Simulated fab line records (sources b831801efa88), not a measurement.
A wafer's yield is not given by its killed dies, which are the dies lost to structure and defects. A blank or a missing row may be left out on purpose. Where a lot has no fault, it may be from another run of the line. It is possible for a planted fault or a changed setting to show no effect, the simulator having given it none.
A lot that was struck, set against a sound lot | flow gf180mcu | 16 out of 602 route steps
Sound: these wafers, L814.1, L814.2, L814.4. The struck wafers were L804.1, L804.4, L804.6. The cause is named last.
Per side, at each step with rows, come the tool, then ch with its chambers, and then its first start. Under that, the readings that differ: sound wafers | struck wafers | difference of the means | sigmas: that difference in standard deviations of wafers without a fault.
alike: words and numbers the same on both sides, and readings whose means are apart by under 2 such deviations; not compared: readings that were withheld, readings missing a value for some wafer, numbers with overlapping values and no deviation given by the record, and bounds like >300 which may hide the same value.
The two part at a step that has a row with sigmas, a row that says differs or no value, or rows on one side only. Numbers that have no deviation but don't overlap get no sigmas and don't part them. A reading that every wafer of one side lacks parts them only if that side has two wafers or more.

GF_V4_BOW_MEAS_05:
  sound: filmMetro-01 at day 28 01:36; struck: filmMetro-01 at day 24 14:58
  alike: V4_BOW
then, 8 steps without rows for these wafers: GF_V4_DEHYDRATE_06 (time 60 s); GF_V4_HMDS_07 (prime time 60 s); GF_V4_COAT_08; GF_V4_COAT_09 (resist thk 1000 nm); GF_V4_SOFTBAKE_10 (time 60 s); GF_V4_EXPOSE_11 (exposes mask Via4, target cd 260 nm); GF_V4_PEB_12 (peb time 90 s); GF_V4_DEVELOP_13 (develop time 60 s).
GF_V4_CD_MEAS_14: target cd 260 nm.
  sound: cdSem-02 at day 28 21:01; struck: cdSem-02 at day 25 12:23
  alike: cdNm
GF_V4_OVL_MEAS_15:
  sound: overlay-02 at day 28 21:08; struck: overlay-02 at day 25 12:31
  alike: V4_OVL
GF_V4_ETCH_16: etches BARC in N2/H2.
  sound on rieDiel-03 ch 0,1,2, day 28 21:11; struck on rieDiel-04 ch 1,2,3, day 25 12:32
  alike: biasW, chamberPressureMTorr, drypumpMotorCurrentA, oesProductAu, throttleValvePct
GF_V4_ETCH_17: etches SiO2 in C4F8/O2/Ar, stops on TiN, target depth 630 nm.
  sound on rieDiel-03 ch 0,1,2, day 28 21:00; struck on rieDiel-04 ch 1,2,3, day 25 12:00
  no value came back on the struck wafers for biasW (W), chamberPressureMTorr (mTorr), oesProductAu (a.u.); on the sound wafers biasW (W) reads 1197 1200 1201
GF_V4_STRIP_18: strips in O2/N2.
  sound on plasmaAsher-04 ch 0,1, day 28 21:19; struck on plasmaAsher-04 ch 0,1, day 25 12:40
reading             | sound             | struck            | difference | sigmas
oesProductAu (a.u.) | 0.590 0.588 0.599 | 0.668 0.673 0.663 | +0.076     | +16
  alike: drypumpMotorCurrentA, heaterPowerW, o2FlowSccm
  not compared: rfHoursCounterH
then, 1 step without rows for these wafers: GF_V4_STRIP_19 (strips in post etch residue remover, time 1200 s).
-- the record jumps here: 5 days lie between the struck wafers' starts before and after (it left off in module V4 and takes up again in module PASSIVATION, whose first step shown is number 602 of the route) --
GF_PASSIVATION_PROBE_99:
  only the struck wafers here have rows in the record (prober-01, day 30 01:45); the sound ones have none

WHERE THEY PART
First at GF_V4_ETCH_17; last, within this record, at GF_PASSIVATION_PROBE_99.

WHY: the cause the simulator had injected
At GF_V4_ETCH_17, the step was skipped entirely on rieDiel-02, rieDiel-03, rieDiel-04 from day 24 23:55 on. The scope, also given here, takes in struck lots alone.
